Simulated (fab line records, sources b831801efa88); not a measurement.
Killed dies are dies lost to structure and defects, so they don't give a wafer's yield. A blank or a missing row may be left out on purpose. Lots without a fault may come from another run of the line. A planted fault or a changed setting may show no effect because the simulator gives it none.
Chamber matching | flow sky130 | SKY_CAP2M_CVD_00 on pecvd-04: 3 sister chambers
The step deposits SiO2, target thk 15.5 nm. 6 wafers are shown with their chamber, then 10 later ones without.

WAFERS WITH THEIR CHAMBER
wafer  | chamber | heater_power_w (W) | rf_fwd_power_W (W)
L084.5 | 2       | 895                | 443.3
L088.1 | 2       | 854                | 444.0
L088.3 | 1       | 744                | 443.2
L088.6 | 0       | 585                | 444.0
L090.2 | 1       | 679                | 441.1
L090.5 | 0       | 700                | 444.8

WAFERS WITHOUT THEIR CHAMBER
wafer  | heater_power_w (W) | rf_fwd_power_W (W)
L090.6 | 856                | 443.1
L091.1 | 883                | 441.7
L091.2 | 578                | 445.8
L091.4 | 762                | 443.5
L095.1 | 686                | 446.9
L095.4 | 680                | 446.6
L095.5 | 676                | 440.4
L097.1 | 646                | 444.0
L097.4 | 864                | 443.9
L097.5 | 691                | 444.4

WHICH CHAMBER EACH WENT THROUGH
wafer  | from the rows above          | in truth
L090.6 | 2                            | 2
L091.1 | can't be placed: 2 or 1      | 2
L091.2 | 0                            | 0
L091.4 | can't be placed: 1 or 2 or 0 | 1
L095.1 | 0                            | 0
L095.4 | 0                            | 0
L095.5 | 1                            | 1
L097.1 | can't be placed: 0 or 1      | 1
L097.4 | 2                            | 2
L097.5 | can't be placed: 0 or 1      | 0
Placed correctly: 6 of 10. Can't be placed from these rows: 4 (the true chamber is among the candidates in 4). Placed wrongly: 0.
How it was worked out, from the rows above alone: a wafer's distance from a chamber is the root of the sum, over the readings, of the square of ((its reading less the chamber's mean) divided by the reading's scatter). The wafer belongs to the nearest chamber; if the next one is less than 2 further off, it can't be placed. A chamber's mean is the mean of its shown wafers. The scatter: the root of (the sum of the squares of (reading less its chamber's mean) over the shown wafers, divided by (wafers less chambers)).
